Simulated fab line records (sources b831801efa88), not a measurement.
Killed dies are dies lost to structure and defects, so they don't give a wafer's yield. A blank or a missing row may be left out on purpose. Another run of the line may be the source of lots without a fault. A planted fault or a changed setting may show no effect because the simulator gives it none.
Matching of chambers | flow gf180mcu | GF_V3_ETCH_16 on rie-diel-03 has 4 sister chambers
The step etches BARC in N2/H2. 8 wafers are shown with their chamber, then 9 later ones without.

== WAFERS WITH THEIR CHAMBER ==
wafer  | chamber | drypump-motor-current-A (A) | oes-product-au (a.u.)
L989.2 | 1       | 5.5                         | 0.848
L992.4 | 2       | 5.5                         | 0.860
L994.3 | 0       | 5.5                         | 0.853
L994.5 | 3       | 4.9                         | 0.864
L994.6 | 0       | 5.5                         | 0.851
L995.1 | 1       | 5.5                         | 0.856
L995.2 | 3       | 4.9                         | 0.864
L995.3 | 2       | 5.4                         | 0.859

== WAFERS WITHOUT THEIR CHAMBER ==
wafer  | drypump-motor-current-A (A) | oes-product-au (a.u.)
L103.1 | 4.9                         | 0.860
L103.2 | 5.5                         | 0.861
L103.4 | 5.4                         | 0.849
L105.1 | 4.9                         | 0.848
L105.3 | 5.5                         | 0.857
L105.6 | 5.5                         | 0.860
L108.1 | 5.5                         | 0.852
L108.2 | 4.9                         | 0.852
L108.3 | 5.4                         | 0.854

== THE CHAMBER EACH PASSED THROUGH ==
wafer  | from the rows above          | in truth
L103.1 | 3                            | 3
L103.2 | can't be placed: 2 or 0 or 1 | 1
L103.4 | can't be placed: 0 or 1 or 2 | 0
L105.1 | 3                            | 3
L105.3 | can't be placed: 2 or 0 or 1 | 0
L105.6 | can't be placed: 2 or 0 or 1 | 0
L108.1 | can't be placed: 0 or 1      | 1
L108.2 | 3                            | 3
L108.3 | can't be placed: 2 or 0 or 1 | 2
Correctly placed: 3 of 9. Unplaceable from these rows: 6, with the true chamber sitting among the candidates in 6. Number placed wrongly: 0.
How it was worked out, from the rows above alone: a wafer's distance from a chamber is the root of the sum, over the readings, of the square of ((its reading less the chamber's mean) divided by the reading's scatter). If the next closest chamber is less than 2 further off than the closest, the wafer can't be placed; otherwise it belongs to the closest. Each chamber's mean is taken over the wafers shown for it. The scatter: the root of (the sum of the squares of (reading less its chamber's mean) over the shown wafers, divided by (wafers less chambers)).
